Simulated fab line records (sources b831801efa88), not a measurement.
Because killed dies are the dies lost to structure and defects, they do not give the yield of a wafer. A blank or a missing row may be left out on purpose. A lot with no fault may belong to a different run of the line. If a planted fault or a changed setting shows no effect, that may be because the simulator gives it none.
Which tool is to blame? / flow gf180mcu / Sampling: 14 lots, 42 wafers, 5 of 602 route steps

## WHAT EACH GAUGE READ, for each wafer
GF_POLY_GATE_THK_MEAS_01.
lot=L293; measured=day 8 10:23; on=film-metro-01; POLY_GATE_CVD_00_THK (nm)=197.1 197.7 197.8
lot=L294; measured=day 8 20:28; on=film-metro-03; POLY_GATE_CVD_00_THK (nm)=201.3 198.2 198.2
lot=L295; measured=day 9 03:35; on=film-metro-01; POLY_GATE_CVD_00_THK (nm)=199.2 199.4 200.8
lot=L296; measured=day 9 08:15; on=film-metro-01; POLY_GATE_CVD_00_THK (nm)=200.6 198.6 197.8
lot=L297; measured=day 9 12:31; on=film-metro-01; POLY_GATE_CVD_00_THK (nm)=197.8 197.9 199.2
lot=L303; measured=day 11 06:27; on=film-metro-03; POLY_GATE_CVD_00_THK (nm)=197.4 198.7 197.3
lot=L304; measured=day 11 12:35; on=film-metro-03; POLY_GATE_CVD_00_THK (nm)=201.8 200.2 201.8
lot=L309; measured=day 12 21:03; on=film-metro-02; POLY_GATE_CVD_00_THK (nm)=200.0 201.0 200.7
lot=L310; measured=day 13 08:50; on=film-metro-02; POLY_GATE_CVD_00_THK (nm)=203.1 201.2 202.4
lot=L311; measured=day 13 13:41; on=film-metro-03; POLY_GATE_CVD_00_THK (nm)=204.1 202.0 202.0
lot=L312; measured=day 13 22:51; on=film-metro-03; POLY_GATE_CVD_00_THK (nm)=201.2 201.7 203.7
lot=L313; measured=day 14 06:28; on=film-metro-03; POLY_GATE_CVD_00_THK (nm)=201.1 199.8 198.0
lot=L314; measured=day 14 19:23; on=film-metro-01; POLY_GATE_CVD_00_THK (nm)=201.0 201.7 203.9
lot=L315; measured=day 15 06:54; on=film-metro-01; POLY_GATE_CVD_00_THK (nm)=200.1 198.4 200.0

GF_POLY_GATE_CD_MEAS_18.
lot=L293; measured=day 9 06:29; on=cd-sem-02; cd-nm (nm)=275.3 277.8 276.6
lot=L294; measured=day 9 15:50; on=cd-sem-02; cd-nm (nm)=282.5 276.1 275.6
lot=L295; measured=day 9 21:51; on=cd-sem-01; cd-nm (nm)=278.6 282.5 284.3
lot=L296; measured=day 10 04:07; on=cd-sem-02; cd-nm (nm)=276.0 279.8 279.6
lot=L297; measured=day 10 08:13; on=cd-sem-02; cd-nm (nm)=281.1 278.1 284.7
lot=L303; measured=day 12 03:43; on=cd-sem-02; cd-nm (nm)=277.3 279.9 277.8
lot=L304; measured=day 12 08:41; on=cd-sem-01; cd-nm (nm)=283.0 277.5 276.1
lot=L309; measured=day 13 18:54; on=cd-sem-02; cd-nm (nm)=279.5 280.3 280.1
lot=L310; measured=day 14 07:52; on=cd-sem-01; cd-nm (nm)=280.9 283.7 280.3
lot=L311; measured=day 14 11:37; on=cd-sem-02; cd-nm (nm)=281.1 281.7 279.1
lot=L312; measured=day 14 21:13; on=cd-sem-02; cd-nm (nm)=277.3 273.5 275.2
lot=L313; measured=day 15 05:08; on=cd-sem-02; cd-nm (nm)=282.0 278.7 281.1
lot=L314; measured=day 15 18:42; on=cd-sem-01; cd-nm (nm)=277.0 279.2 280.4
lot=L315; measured=day 16 07:01; on=cd-sem-02; cd-nm (nm)=276.6 279.6 276.9

GF_HV_LDD_TW_MEAS_23.
lot=L293; measured=day 10 18:14; on=film-metro-02; HV_LDD_2_TW=1045 1051 1050
lot=L294; measured=day 11 03:59; on=film-metro-02; HV_LDD_2_TW=1039 1045 1043
lot=L295; measured=day 11 09:32; on=film-metro-03; HV_LDD_2_TW=1050 1057 1040
lot=L296; measured=day 11 17:05; on=film-metro-03; HV_LDD_2_TW=1053 1049 1050
lot=L297; measured=day 11 21:10; on=film-metro-02; HV_LDD_2_TW=1047 1047 1042
lot=L303; measured=day 13 19:37; on=film-metro-02; HV_LDD_2_TW=1050 1050 1048
lot=L304; measured=day 14 00:32; on=film-metro-02; HV_LDD_2_TW=1040 1037 1037
lot=L309; measured=day 15 12:23; on=film-metro-02; HV_LDD_2_TW=1046 1047 1038
lot=L310; measured=day 16 04:02; on=film-metro-02; HV_LDD_2_TW=1057 1051 1053
lot=L311; measured=day 16 07:38; on=film-metro-04; HV_LDD_2_TW=1048 1052 1050
lot=L312; measured=day 16 16:50; on=film-metro-04; HV_LDD_2_TW=1053 1043 1051
lot=L313; measured=day 17 02:17; on=film-metro-04; HV_LDD_2_TW=1055 1059 1053
lot=L314; measured=day 17 16:50; on=film-metro-02; HV_LDD_2_TW=1051 1047 1047
lot=L315; measured=day 18 05:38; on=film-metro-02; HV_LDD_2_TW=1047 1052 1051

GF_NSD_CD_MEAS_07: target cd 400 nm.
lot=L293; measured=day 13 06:58; on=cd-sem-01; cd-nm (nm)=402.0 406.8 403.1
lot=L294; measured=day 13 16:09; on=cd-sem-02; cd-nm (nm)=402.5 404.3 399.8
lot=L295; measured=day 13 23:10; on=cd-sem-01; cd-nm (nm)=400.3 402.1 401.2
lot=L296; measured=day 14 08:02; on=cd-sem-01; cd-nm (nm)=398.3 399.2 403.9
lot=L297; measured=day 14 12:23; on=cd-sem-01; cd-nm (nm)=399.2 398.4 400.9
lot=L303; measured=day 16 14:18; on=cd-sem-01; cd-nm (nm)=416.7 415.6 401.8 416.8 415.4 402.0
lot=L304; measured=day 16 21:44; on=cd-sem-02; cd-nm (nm)=398.1 412.6 413.8 397.9 412.8 413.8
lot=L309; measured=day 18 11:44; on=cd-sem-02; cd-nm (nm)=402.8 403.4 401.0
lot=L310; measured=day 19 11:16; on=cd-sem-02; cd-nm (nm)=401.4 402.8 400.5
lot=L311; measured=day 19 11:11; on=cd-sem-01; cd-nm (nm)=400.3 401.1 400.1
lot=L312; measured=day 19 18:50; on=cd-sem-02; cd-nm (nm)=401.9 402.7 399.0
lot=L313; measured=day 20 05:11; on=cd-sem-02; cd-nm (nm)=400.9 399.7 402.4
lot=L314; measured=day 20 20:16; on=cd-sem-02; cd-nm (nm)=398.7 400.2 399.7
lot=L315; measured=day 21 09:08; on=cd-sem-01; cd-nm (nm)=399.4 401.3 402.1

## TOOL THAT RAN EACH LOT (tool first, then ch and the chambers of the sampled wafers, then the start)
lot=L293; GF_NSD_DEVELOP_06=litho-track-02 ch 0, day 13 06:49
lot=L294; GF_NSD_DEVELOP_06=litho-track-01 ch 0, day 13 16:00
lot=L295; GF_NSD_DEVELOP_06=litho-track-02 ch 0, day 13 23:01
lot=L296; GF_NSD_DEVELOP_06=litho-track-04 ch 0, day 14 07:47
lot=L297; GF_NSD_DEVELOP_06=litho-track-04 ch 0, day 14 12:14
lot=L303; GF_NSD_DEVELOP_06=litho-track-04 ch 0, day 16 14:10
lot=L304; GF_NSD_DEVELOP_06=litho-track-04 ch 0, day 16 21:35
lot=L309; GF_NSD_DEVELOP_06=litho-track-02 ch 0, day 18 11:35
lot=L310; GF_NSD_DEVELOP_06=litho-track-02 ch 0, day 19 11:07
lot=L311; GF_NSD_DEVELOP_06=litho-track-04 ch 0, day 19 11:02
lot=L312; GF_NSD_DEVELOP_06=litho-track-04 ch 0, day 19 18:41
lot=L313; GF_NSD_DEVELOP_06=litho-track-04 ch 0, day 20 05:02
lot=L314; GF_NSD_DEVELOP_06=litho-track-02 ch 0, day 20 20:07
lot=L315; GF_NSD_DEVELOP_06=litho-track-01 ch 0, day 21 09:00
- GF_NSD_DEVELOP_06: develop time 60 s.

## AS READ BY THE TOOLS THEMSELVES (means over the sampled wafers that have a number; for cases with no such wafer, the mark the record gives instead)
The record holds no such reading with a usual standard deviation.

## THE ANSWER, worked out from the rows above alone
Rule: what is usual is taken from the lots themselves. The widest of any qualifying gaps counts: lots, ordered by their means at a reading, are off when they make up no more than a third of the lots, leave a main group of 4 or more, and stand apart from it by 3 or more times the standard deviation of that group's means. Not used: any main group whose means are identical at the precision the tables above print for the reading. Also off: a lot with no number at a reading for which 4 or more lots have one. Where the step has rows for the other lots, those lots are counted as sound. The gauges are gone through in route order, then the tools' own readings, and for those a lot's mean is taken as printed above. At the first step where some lot is off, the reading lying furthest off is the one used; lots without a number count as furthest.
Off: L303, L304, at GF_NSD_CD_MEAS_07 (cd-nm). Mean 401.2 nm and standard deviation 1.2 in the main group.
If a tool, at a process step before that reading, ran all the lots that are off and no sound lot after the first of them, it fits. The gauges at GF_NSD_CD_MEAS_07 are tried like those tools. Of those tried, none fits.

## WHAT HAD BEEN PUT IN BY THE SIMULATOR
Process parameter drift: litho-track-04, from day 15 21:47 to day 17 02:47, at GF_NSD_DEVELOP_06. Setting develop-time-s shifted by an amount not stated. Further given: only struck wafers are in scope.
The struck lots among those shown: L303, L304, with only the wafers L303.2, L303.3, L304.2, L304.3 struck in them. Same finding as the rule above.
